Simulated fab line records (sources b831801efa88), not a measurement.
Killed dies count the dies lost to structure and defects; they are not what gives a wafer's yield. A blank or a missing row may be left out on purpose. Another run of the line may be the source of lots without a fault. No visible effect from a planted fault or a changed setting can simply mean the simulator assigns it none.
Which tool is to blame? + flow sky130 + 10 lots, 30 wafers sampled, at 5 steps of a route of 708

== WHAT EACH GAUGE READ, for each wafer ==
SKY_VIA2_THK_MEAS_01.
| lot  | measured     | on           | VIA2_HDPCVD_THK (nm) |
|------|--------------|--------------|----------------------|
| L948 | day 36 02:34 | filmMetro-02 | 1178 1150 1165       |
| L949 | day 36 11:32 | filmMetro-04 | 1206 1170 1180       |
| L950 | day 36 12:00 | filmMetro-04 | 1150 1164 1192       |
| L953 | day 37 22:42 | filmMetro-02 | 1198 1164 1174       |
| L954 | day 38 00:28 | filmMetro-04 | 1153 1202 1159       |
| L956 | day 38 11:27 | filmMetro-04 | 1157 1179 1172       |
| L959 | day 39 12:07 | filmMetro-04 | 1177 1185 1153       |
| L960 | day 39 15:44 | filmMetro-02 | 1163 1162 1160       |
| L968 | day 42 09:57 | filmMetro-02 | 1187 1192 1175       |
| L969 | day 42 16:34 | filmMetro-04 | 1192 1207 1186       |

== WHAT TOOL EACH LOT RAN ON (gives the tool, then ch and the chambers of the sampled wafers, and finally the start) ==
| lot  | SKY_VIA1_ETCH_14                  | SKY_VIA1_ETCH_15                  | SKY_METAL2_METAL_ETCH_19         | SKY_METAL2_STRIP_20                 |
|------|-----------------------------------|-----------------------------------|----------------------------------|-------------------------------------|
| L948 | rieDiel-04 ch 1,3, day 34 21:34   | rieDiel-04 ch 1,3, day 34 21:36   | rieMetal-02 ch 0,1, day 36 01:44 | plasmaAsher-03 ch 0,1, day 36 01:50 |
| L949 | rieDiel-04 ch 1,3, day 35 06:51   | rieDiel-04 ch 1,3, day 35 06:53   | rieMetal-04 ch 1, day 36 10:40   | plasmaAsher-03 ch 0,1, day 36 10:49 |
| L950 | rieDiel-02 ch 0,1,2, day 35 07:29 | rieDiel-02 ch 0,1,2, day 35 07:32 | rieMetal-03 ch 0,1, day 36 11:11 | plasmaAsher-04 ch 0,1, day 36 11:17 |
| L953 | rieDiel-04 ch 0,1, day 36 17:10   | rieDiel-04 ch 0,1, day 36 17:12   | rieMetal-02 ch 0,1, day 37 21:54 | plasmaAsher-01 ch 1, day 37 21:59   |
| L954 | rieDiel-03 ch 1,2, day 36 19:51   | rieDiel-03 ch 1,2, day 36 19:53   | rieMetal-04 ch 0,1, day 37 23:39 | plasmaAsher-01 ch 0,1, day 37 23:44 |
| L956 | rieDiel-04 ch 0,1, day 37 06:43   | rieDiel-04 ch 0,1, day 37 06:45   | rieMetal-04 ch 0,1, day 38 10:38 | plasmaAsher-03 ch 0,1, day 38 10:44 |
| L959 | rieDiel-03 ch 1,2, day 38 08:44   | rieDiel-03 ch 1,2, day 38 08:47   | rieMetal-04 ch 0,1, day 39 11:16 | plasmaAsher-04 ch 0,1, day 39 11:22 |
| L960 | rieDiel-04 ch 1,2, day 38 12:57   | rieDiel-04 ch 1,2, day 38 12:59   | rieMetal-04 ch 0,1, day 39 14:56 | plasmaAsher-01 ch 0,1, day 39 15:01 |
| L968 | rieDiel-04 ch 0,2,3, day 41 07:40 | rieDiel-04 ch 0,2,3, day 41 07:42 | rieMetal-03 ch 0,1, day 42 09:08 | plasmaAsher-03 ch 0,1, day 42 09:14 |
| L969 | rieDiel-03 ch 0,1,3, day 41 14:02 | rieDiel-03 ch 0,1,3, day 41 14:05 | rieMetal-04 ch 0,1, day 42 15:37 | plasmaAsher-03 ch 0,1, day 42 15:43 |
- SKY_VIA1_ETCH_14: etches BARC in N2/H2, stops on SiO2, time 45.9 s, target depth 60 nm.
- SKY_VIA1_ETCH_15: etches SiO2 in C4F8/O2/Ar, stops on TiN, target depth 351 nm, time 54 s.
- SKY_METAL2_METAL_ETCH_19: etches the open film in Cl2/BCl3, stops on SiO2, target depth 360 nm, time 78 s.
- SKY_METAL2_STRIP_20: strips in O2/N2.

== THE ANSWER, worked out from the rows above alone ==
Rule: usual is defined by the lots themselves. The widest of any qualifying gaps counts: lots, ordered by their means at a reading, are off when they make up no more than a third of the lots, leave a main group of 4 or more, and stand apart from it by 3 or more times the standard deviation of that group's means. Not used: any main group whose means are identical at the precision the tables above print for the reading. A lot without any number at a reading at which 4 lots or more have one is off too. Any other lot the step has rows for is counted as sound.
Across all readings shown, no lot is off: no conclusion can be drawn from this.

== WHAT THE SIMULATOR HAD INSERTED ==
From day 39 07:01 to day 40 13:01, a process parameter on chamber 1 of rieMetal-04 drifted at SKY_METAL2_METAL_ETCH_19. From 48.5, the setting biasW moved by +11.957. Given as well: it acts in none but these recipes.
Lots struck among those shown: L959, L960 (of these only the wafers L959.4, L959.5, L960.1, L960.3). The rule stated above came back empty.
